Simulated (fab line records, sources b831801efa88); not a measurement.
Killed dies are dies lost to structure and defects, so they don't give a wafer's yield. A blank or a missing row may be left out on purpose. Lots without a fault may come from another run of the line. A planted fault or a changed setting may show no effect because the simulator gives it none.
fab line records | flow sky130
record lots=13 wafers=39 last_day=50
route steps=708 shown VT_ADJUST_HVTR@138 VT_ADJUST_PCH@150 GATE_OXIDE@203 POLY_GATE@232 PAD_OPEN@708
lots that met no fault: from a run of the same line without faults
start_h: hours from the record's first day to the start of the lot's first wafer shown | wait_h: hours since the lot's step before | " the same as in the row above | L1.1+2: a row that stands for several wafers | - no value, or no start given | * or withheld: withheld | < > ~ a bound
route shown NAME@n: a module of which the file shows steps, and the number in the route of the first | usual: mean/standard deviation of fault-free wafers | same: alike in all rows | chamber/n: place in a boat | sites: the reading at each site | _std_site: their standard deviation | _edge_site: outer sites' mean less inner sites' | radius_mm: how far each site lies from the wafer's centre | mask NAME#n: copy n | behind: the tool/chamber that last shaped the wafer | hold: why the lot was held/for how many hours/how that ended | device: the transistor (n, p or np) that didn't switch | end of line: the same wafers' tests at the end of the route | a step without rows: its recipe alone | killed: dies lost to structure and defects at the first sort, not the wafer's yield | map: a wafer's dies, x killed, . not, _ none there
set.NAME: the setting as run; set.NAME@STEP: as run at that earlier step | model.NAME: the simulator's own value behind a step, which no gauge read
steps of the route over a sample of lots; a table a step, a row a wafer
services: from which hour (start_h, from the record's first day; less than 0 if before it) a tool's chamber was out of use, for how many hours, and why
## steps
# step SKY_VT_ADJUST_HVTR_CD_MEAS_07
# recipe target_cd_nm=380
# usual cd_nm=380/3.1
# columns lot.wafer tool chamber start_h wait_h cd_nm
L974.3 cd_sem-02 - 223.29 0.1 382
L974.4 " - " " 383
L974.5 " - " " 384
L977.2 cd_sem-01 - 223.87 0.1 383
L977.3 " - " " 383
L977.5 " - " " 386
L979.2 cd_sem-01 - 239.96 0.1 376
L979.3 " - " " 377
L979.4 " - " " 376
L983.3 cd_sem-01 - 280.39 0.1 376
L983.4 " - " " 376
L983.6 " - " " 378
L985.2 cd_sem-02 - 284.21 0.1 378
L985.3 " - " " 379
L985.6 " - " " 379
L986.2 cd_sem-02 - 293.37 0.1 377
L986.4 " - " " 374
L986.6 " - " " 378
L988.1 cd_sem-02 - 320.89 0.1 383
L988.2 " - " " 383
L988.3 " - " " 380
L989.2 cd_sem-01 - 336.59 0.1 386
L989.4 " - " " 385
L989.6 " - " " 385
L992.1 cd_sem-01 - 346.27 0.1 377
L992.3 " - " " 375
L992.4 " - " " 376
L991.1 cd_sem-01 - 347.99 0.1 377
L991.2 " - " " 378
L991.4 " - " " 375
L993.1 cd_sem-02 - 352.47 0.1 378
L993.3 " - " " 376
L993.6 " - " " 377
L996.1 cd_sem-01 - 373.94 0.1 378
L996.2 " - " " 379
L996.5 " - " " 380
L997.1 cd_sem-01 - 382.92 0.1 386
L997.2 " - " " 388
L997.6 " - " " 386
# step SKY_VT_ADJUST_PCH_OVL_MEAS_07
# usual VT_ADJUST_PCH_OVL=-0.4/1.4
# columns lot.wafer tool chamber start_h wait_h VT_ADJUST_PCH_OVL[nm]
L974.3 overlay-01 - 246.83 - 0.9
L974.4 " - " " 0.2
L974.5 " - " " 0.4
L977.2 overlay-01 - 247.60 - 0.0
L977.3 " - " " 1.0
L977.5 " - " " 0.6
L979.2 overlay-02 - 264.27 - 0.9
L979.3 " - " " 1.3
L979.4 " - " " 0.0
L983.3 overlay-01 - 306.05 - 0.2
L983.4 " - " " 1.0
L983.6 " - " " 0.5
L985.2 overlay-02 - 309.97 - -0.4
L985.3 " - " " -1.2
L985.6 " - " " -0.1
L986.2 overlay-02 - 319.07 - -2.7
L986.4 " - " " -2.0
L986.6 " - " " -2.2
L988.1 overlay-01 - 347.04 - -1.9
L988.2 " - " " -1.6
L988.3 " - " " -1.7
L989.2 overlay-01 - 364.62 - -2.6
L989.4 " - " " -3.2
L989.6 " - " " -2.2
L992.1 overlay-02 - 373.64 - -0.3
L992.3 " - " " 0.4
L992.4 " - " " 0.4
L991.1 overlay-01 - 375.99 - 1.0
L991.2 " - " " -0.4
L991.4 " - " " 0.8
L993.1 overlay-01 - 380.64 - -3.4
L993.3 " - " " -1.9
L993.6 " - " " -2.7
L996.1 overlay-02 - 403.12 - 1.7
L996.2 " - " " 2.1
L996.5 " - " " 1.9
L997.1 overlay-02 - 412.81 - -1.4
L997.2 " - " " 0.4
L997.6 " - " " -1.2
# step SKY_GATE_OXIDE_OXIDATION_16
# recipe temp_c=800 ambient=O2 idle_temp_c=700 ramp_up_c_per_min=10 ramp_down_c_per_min=3 stabilise_s=600 purge_s=300 target_thk_a=35.7 ox_time_s=1915
# usual spike_tc_centre_C=801.3/1.9 spike_tc_lower_C=800.8/0.97 spike_tc_upper_C=800.2/1.2 tube_center_temp_C=799.98/0.067 tube_center_temp_C_max=802.0/0.35
# columns lot.wafer tool chamber start_h wait_h spike_tc_centre_C spike_tc_lower_C spike_tc_upper_C tube_center_temp_C tube_center_temp_C_max
L974.3 furnace-01 0 333.54 1.5 798.3 801.3 798.3 799.95 801.7
L974.4 " 0 " " 801.0 800.8 801.6 799.99 801.8
L974.5 " 0 " " 800.9 801.7 802.9 799.93 802.1
L977.2 furnace-01 0 333.54 1.6 799.6 799.9 801.0 799.96 802.1
L977.3 " 0 " " 798.9 800.9 799.9 800.02 802.2
L977.5 " 0 " " 798.2 802.0 800.6 800.04 801.7
L979.2 furnace-01 0 351.96 0.2 799.1 801.4 801.9 799.93 801.9
L979.3 " 0 " " 798.8 801.2 799.6 799.93 802.2
L979.4 " 0 " " 796.9 801.3 801.0 799.92 802.2
L983.3 furnace-02 0 396.01 0.0 803.0 800.8 800.3 800.01 802.7
L983.4 " 0 " " 801.7 799.6 802.2 800.04 801.8
L983.6 " 0 " " 803.5 801.2 800.6 800.06 801.8
L985.2 furnace-01 0 401.29 0.0 799.8 799.7 798.8 799.94 802.1
L985.3 " 0 " " 799.7 802.5 801.3 799.95 801.6
L985.6 " 0 " " 798.4 800.2 799.9 800.07 801.5
L986.2 furnace-02 0 413.83 2.8 802.7 800.3 799.8 799.97 801.7
L986.4 " 0 " " 800.4 802.0 801.7 799.88 802.2
L986.6 " 0 " " 801.4 801.6 800.0 799.95 802.8
L988.1 furnace-02 0 447.33 0.1 802.6 800.6 800.5 799.81 802.1
L988.2 " 0 " " 802.4 802.5 800.7 800.01 802.4
L988.3 " 0 " " 802.3 800.9 799.1 799.81 802.0
L989.2 furnace-01 0 465.66 0.6 787.9 791.9 791.6 789.59 791.3
L989.4 " 0 " " 789.1 789.9 788.1 789.71 791.4
L989.6 " 0 " " 789.5 791.1 787.8 789.69 792.1
L992.1 furnace-02 0 471.80 0.0 801.5 799.2 800.1 799.96 801.9
L992.3 " 0 " " 801.9 799.4 799.6 799.99 802.2
L992.4 " 0 " " 801.6 801.5 800.2 799.92 801.9
L991.1 furnace-02 0 476.32 1.4 803.3 800.9 798.5 800.07 802.2
L991.2 " 0 " " 803.9 799.6 799.7 799.91 802.0
L991.4 " 0 " " 802.8 799.1 800.5 800.03 802.5
L993.1 furnace-01 0 482.49 0.0 790.4 791.7 790.0 789.58 791.9
L993.3 " 0 " " 788.0 790.7 788.6 789.61 791.8
L993.6 " 0 " " 789.5 791.9 788.8 789.62 792.3
L996.1 furnace-02 0 507.24 0.0 802.6 800.3 800.2 800.14 802.5
L996.2 " 0 " " 803.2 800.0 801.5 800.08 803.1
L996.5 " 0 " " 803.1 800.9 798.8 799.98 802.1
L997.1 furnace-02 0 513.03 1.3 803.3 799.1 799.6 800.07 802.6
L997.2 " 0 " " 801.1 800.6 799.5 800 802.7
L997.6 " 0 " " 801.1 800.5 800.3 800.04 802.4
# step SKY_POLY_GATE_STRIP_18
# recipe chemistry=O2/N2 power_w=1400 pressure_mtorr=1500 platen_temp_c=withheld o2_flow_sccm=3000 n2_flow_sccm=300 overash_fraction=0.5
# usual drypump_motor_current_A=5.6/0.41 oes_product_au=0.362/0.0045 strip_time_to_endpoint_s=3.19/0.047
# columns lot.wafer tool chamber start_h wait_h drypump_motor_current_A oes_product_au rf_hours_counter_h strip_time_to_endpoint_s
L977.2 plasma_asher-03 1 410.30 0.0 4.9 0.361 75 3.16
L977.3 " 1 " " 4.9 0.360 - 3.17
L977.5 " 1 " " 4.9 0.361 - 3.18
L974.3 plasma_asher-03 1 411.04 0.1 5.0 0.356 - 3.21
L974.4 " 0 " " 6.0 0.362 - 3.20
L974.5 " 1 " " 5.0 0.372 - 3.29
L979.2 plasma_asher-02 0 416.71 0.0 6.0 0.363 61 3.18
L979.3 " 0 " " 6.0 0.366 - 3.16
L979.4 " 1 " " 5.4 0.364 - 3.17
L983.3 plasma_asher-04 1 461.03 0.1 5.0 0.359 - 3.29
L983.4 " 0 " " 5.6 0.355 - 3.16
L983.6 " 0 " " 5.7 0.360 - 3.15
L985.2 plasma_asher-03 1 467.35 0.0 5.0 0.358 81 3.18
L985.3 " 1 " " 5.0 0.364 - 3.24
L985.6 " 0 " " 6.0 0.360 - 3.20
L986.2 plasma_asher-02 0 479.61 0.0 6.0 0.361 67 3.22
L986.4 " 1 " " 5.4 0.364 - 3.27
L986.6 " 1 " " 5.4 0.369 - 3.19
L988.1 plasma_asher-02 0 512.69 0.0 6.0 0.365 71 3.24
L988.2 " 1 " " 5.4 0.354 71 3.18
L988.3 " 1 " " 5.4 0.369 - 3.17
L989.2 plasma_asher-03 1 530.54 0.0 4.9 0.359 88 3.19
L989.4 " 0 " " 6.0 0.358 - 3.16
L989.6 " 0 " " 6.0 0.369 - 3.22
L992.1 plasma_asher-02 1 537.24 0.0 5.4 0.356 73 3.13
L992.3 " 1 " " 5.4 0.364 - 3.14
L992.4 " 0 " " 6.0 0.363 - 3.19
L991.1 plasma_asher-03 1 541.50 0.0 5.0 0.358 89 3.11
L991.2 " 0 " " 6.0 0.357 89 3.11
L991.4 " 0 " " 6.0 0.366 - 3.15
L993.1 plasma_asher-03 1 547.11 0.0 5.0 0.361 90 3.22
L993.3 " 0 " " 6.0 0.368 - 3.28
L993.6 " 0 " " 6.0 0.366 - 3.26
L996.1 plasma_asher-02 1 571.74 0.0 5.4 0.362 76 3.21
L996.2 " 0 " " 6.0 0.359 76 3.18
L996.5 " 1 " " 5.4 0.359 - 3.23
L997.1 plasma_asher-03 1 577.60 0.0 5.0 0.368 92 3.25
L997.2 " 0 " " 6.0 0.361 92 3.13
L997.6 " 0 " " 6.0 0.361 - 3.24
# step SKY_PAD_OPEN_PROBE_99
# usual killed_at_M0_to_M3=45/7.5 killed_at_M4_up=2.8/1.9 killed_at_contacts=25/5.5 killed_at_front_end=14/4 killed_at_other=0.3/0.75 killed_dies=87/9.4 killed_open=47/6.6 killed_short=39/6.6
# same gross_dies=492 killed_at_back_side=0
# columns lot.wafer tool chamber start_h wait_h killed_at_M0_to_M3 killed_at_M4_up killed_at_contacts killed_at_front_end killed_at_other killed_dies killed_open killed_short
L974.3 prober-02 - 1106.80 0.2 43 1 28 13 1 86 47 39
L974.4 prober-02 - 1106.85 0.2 34 0 39 14 0 87 49 38
L974.5 prober-02 - 1106.90 0.2 52 3 31 14 1 101 52 49
L985.2 prober-01 - 1142.31 0.1 47 2 22 23 0 94 45 49
L985.3 prober-01 - 1142.36 0.2 34 6 24 18 1 83 38 45
L985.6 prober-01 - 1142.51 0.2 55 6 22 13 0 96 45 51
L989.2 prober-02 - 1181.98 0.1 61 3 35 23 0 122 67 55
L989.4 prober-02 - 1182.08 0.2 37 3 17 14 1 72 40 32
L989.6 prober-02 - 1182.18 0.2 48 5 30 10 0 93 50 43
L996.1 prober-02 - 1206.00 0.1 36 3 31 13 0 83 40 43
L996.2 prober-02 - 1206.05 0.1 53 1 24 13 0 91 53 38
L996.5 prober-02 - 1206.20 0.2 37 0 26 12 0 75 41 34
# killed by level:class
L974.3 CONTACT:geometric_particle:open=14 VIA1:geometric_particle:open=10 VIA1:geometric_particle:short=7 METAL2:geometric_particle:short=7 LI_CONTACT:geometric_particle:open=6 CONTACT:geometric_particle:short=5 VIA2:geometric_particle:open=5 METAL1:geometric_particle:short=4
L974.4 CONTACT:geometric_particle:open=15 VIA2:geometric_particle:open=8 LI_CONTACT:geometric_particle:open=7 FIELD_ISO:geometric_particle:open=6 LOCAL_INTERCONNECT:geometric_particle:short=6 CONTACT:geometric_particle:short=6 METAL1:geometric_particle:short=5 VIA1:geometric_particle:short=5
L974.5 CONTACT:geometric_particle:open=13 VIA1:geometric_particle:open=11 VIA3:geometric_particle:open=10 POLY_GATE:geometric_particle:short=7 LI_CONTACT:geometric_particle:open=7 METAL2:geometric_particle:short=7 METAL1:geometric_particle:short=5 METAL3:geometric_particle:short=5
L985.2 VIA1:geometric_particle:short=11 CONTACT:geometric_particle:open=10 VIA1:geometric_particle:open=7 VIA2:geometric_particle:short=7 VIA3:geometric_particle:open=6 FIELD_ISO:geometric_particle:open=5 POLY_GATE:geometric_particle:open=5 CONTACT:geometric_particle:short=5
L985.3 FIELD_ISO:geometric_particle:short=8 VIA2:geometric_particle:open=7 CONTACT:geometric_particle:open=6 LI_CONTACT:geometric_particle:open=6 VIA1:geometric_particle:short=6 CONTACT:geometric_particle:short=5 VIA3:geometric_particle:open=5 METAL4:geometric_particle:short=5
L985.6 VIA3:geometric_particle:open=13 METAL2:geometric_particle:short=11 VIA1:geometric_particle:open=9 LOCAL_INTERCONNECT:geometric_particle:short=8 VIA2:geometric_particle:open=7 CONTACT:geometric_particle:short=6 FIELD_ISO:geometric_particle:open=5 CONTACT:geometric_particle:open=5
L989.2 VIA1:geometric_particle:open=17 CONTACT:geometric_particle:open=9 METAL1:geometric_particle:short=9 FIELD_ISO:geometric_particle:open=8 LI_CONTACT:geometric_particle:open=8 CONTACT:geometric_particle:short=8 VIA2:geometric_particle:open=8 FIELD_ISO:geometric_particle:short=7
L989.4 VIA1:geometric_particle:open=11 CONTACT:geometric_particle:open=7 FIELD_ISO:geometric_particle:short=6 VIA3:geometric_particle:open=5 VIA2:geometric_particle:open=5 METAL2:geometric_particle:short=4 METAL3:geometric_particle:short=4 METAL1:geometric_particle:short=3
L989.6 VIA2:geometric_particle:open=11 CONTACT:geometric_particle:open=10 VIA1:geometric_particle:open=9 LI_CONTACT:geometric_particle:open=8 POLY_GATE:geometric_particle:short=6 VIA1:geometric_particle:short=6 CONTACT:geometric_particle:short=5 METAL4:geometric_particle:short=5
L996.1 CONTACT:geometric_particle:open=11 VIA1:geometric_particle:open=7 VIA1:geometric_particle:short=7 METAL2:geometric_particle:short=7 LI_CONTACT:geometric_particle:open=6 FIELD_ISO:geometric_particle:open=5 CONTACT:geometric_particle:short=5 LI_CONTACT:geometric_particle:short=4
L996.2 VIA1:geometric_particle:open=17 CONTACT:geometric_particle:open=9 METAL2:geometric_particle:short=8 VIA3:geometric_particle:open=6 LI_CONTACT:geometric_particle:open=4 CONTACT:geometric_particle:short=4 METAL1:geometric_particle:short=4 VIA2:geometric_particle:short=4
L996.5 LI_CONTACT:geometric_particle:open=7 CONTACT:geometric_particle:open=7 VIA1:geometric_particle:open=7 METAL1:geometric_particle:short=6 METAL2:geometric_particle:short=6 CONTACT:geometric_particle:short=5 VIA3:geometric_particle:open=5 POLY_GATE:geometric_particle:open=4
## services
# columns tool chamber start_h hours kind
furnace-02 - 375.52 3.0 pm
plasma_asher-04 - 382.61 17.0 repair
plasma_asher-02 - 400.19 0.5 repair
furnace-01 - 409.29 3.5 pm
plasma_asher-03 - 455.57 0.7 repair
furnace-02 - 493.29 3.0 pm
furnace-01 - 500.20 29.8 repair
furnace-01 - 530.05 3.8 pm
furnace-02 - 541.57 2.8 pm
furnace-01 - 548.51 4.6 pm
plasma_asher-03 - 568.71 1.1 repair
plasma_asher-03 - 570.49 1.9 repair
furnace-01 - 576.42 3.5 pm
## key
first_sign step=SKY_GATE_OXIDE_OXIDATION_16 reading=tube_center_temp_C direction=down sigmas=99+ usual=* struck=*
effect step=SKY_GATE_OXIDE_OXIDATION_16 reading=tube_center_temp_C_max direction=down sigmas=29 usual=* struck=*
met_at SKY_GATE_OXIDE_OXIDATION_16
struck_lots L989,L993
tester_left_out L989,L993
not_acting_at SKY_VT_ADJUST_HVTR_CD_MEAS_07,SKY_VT_ADJUST_PCH_OVL_MEAS_07,SKY_POLY_GATE_STRIP_18
onset_between 401.29 465.66
fault kind=process_parameter_drift tool=furnace-01 chamber=- onset_h=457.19 steps=SKY_GATE_OXIDE_OXIDATION_16 channel=temp_c offset=* shape=step end_h=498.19 acts_in=* stated=*
# tester_left_out: of these lots the tester's yield and bins aren't shown, on N5 and GAA mostly nor the transistor test; their killed dies are dies lost to structure and defects alone, not to doping, threshold or leakage, so they don't give the yield
